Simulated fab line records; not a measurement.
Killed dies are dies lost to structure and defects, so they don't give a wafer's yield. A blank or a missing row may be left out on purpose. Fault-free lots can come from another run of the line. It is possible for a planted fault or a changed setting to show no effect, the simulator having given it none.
Which tool was responsible?	flow gf180mcu	13 lots with 39 wafers sampled at 2 steps, on a route of 602 steps

== WHAT THE GAUGES READ, wafer by wafer ==
GF_V3_BOW_MEAS_05.
lot	measured	on	V3_BOW (um)
L952	day 21 21:31	film_metro-03	122 113 108
L953	day 22 03:42	film_metro-01	125 111 133
L954	day 22 10:52	film_metro-03	116 108 114
L955	day 22 19:12	film_metro-04	106 103 107
L956	day 23 14:26	film_metro-01	115 115 108
L958	day 23 22:03	film_metro-03	99 100 103
L960	day 24 15:16	film_metro-04	134 122 121
L968	day 27 04:27	film_metro-01	122 128 124
L970	day 28 04:34	film_metro-03	117 110 116
L971	day 28 06:10	film_metro-04	120 122 125
L973	day 28 15:35	film_metro-03	127 118 116
L972	day 28 17:19	film_metro-03	135 121 134
L974	day 28 22:31	film_metro-03	123 120 116

GF_V3_RS_MEAS_24: measures by four-point-probe.
lot	measured	on	V3_W_RS (ohm/sq)
L952	day 22 22:00	film_metro-04	0.330 0.326 0.325
L953	day 23 13:07	film_metro-03	0.327 0.326 0.327
L954	day 23 10:37	film_metro-04	0.326 0.321 0.330
L955	day 23 18:55	film_metro-03	0.327 0.330 0.334
L956	day 24 13:47	film_metro-03	0.323 0.325 0.324
L958	day 24 20:37	film_metro-03	0.326 0.326 0.324
L960	day 25 13:49	film_metro-03	0.325 0.333 0.325
L968	day 28 01:54	film_metro-03	0.324 0.331 0.330
L970	day 29 01:32	film_metro-03	0.329 0.331 0.327
L971	day 29 03:11	film_metro-03	0.325 0.330 0.329
L973	day 29 11:48	film_metro-01	0.330 0.331 0.334
L972	day 29 13:41	film_metro-01	0.321 0.323 0.323
L974	day 29 18:11	film_metro-01	0.327 0.326 0.329

== WHICH TOOL RAN EACH LOT (tool, then ch and the chambers of the sampled wafers, then the start) ==
No process step before these readings appears in the record.

== WHAT THE TOOLS THEMSELVES READ (means of the sampled wafers that have a number; where no wafer has one, the mark that the record gives instead) ==
The record holds no such reading with a usual standard deviation.

== THE ANSWER, worked out from the rows above alone ==
Rule: the usual values come from the lots themselves. Put in order of their means at a reading, lots are off if they are a third of the lots or fewer, leave a main group of 4 or more, and stand apart from it by a gap of 3 or more times the standard deviation of the main group's means; of several such gaps the widest counts. A main group is skipped when, at the precision printed for the reading in the tables above, its means are all equal. A lot without any number at a reading at which 4 lots or more have one is off too. The other lots that the step has rows for count as sound. First the gauges in route order, then the tools' own readings, where a lot's mean is used as printed above. At the first step where some lot is off, the reading lying furthest off is the one used; lots without a number count as furthest.
Across all readings shown, no lot is off: no conclusion can be drawn from this.

== WHAT THE SIMULATOR HAD INSERTED ==
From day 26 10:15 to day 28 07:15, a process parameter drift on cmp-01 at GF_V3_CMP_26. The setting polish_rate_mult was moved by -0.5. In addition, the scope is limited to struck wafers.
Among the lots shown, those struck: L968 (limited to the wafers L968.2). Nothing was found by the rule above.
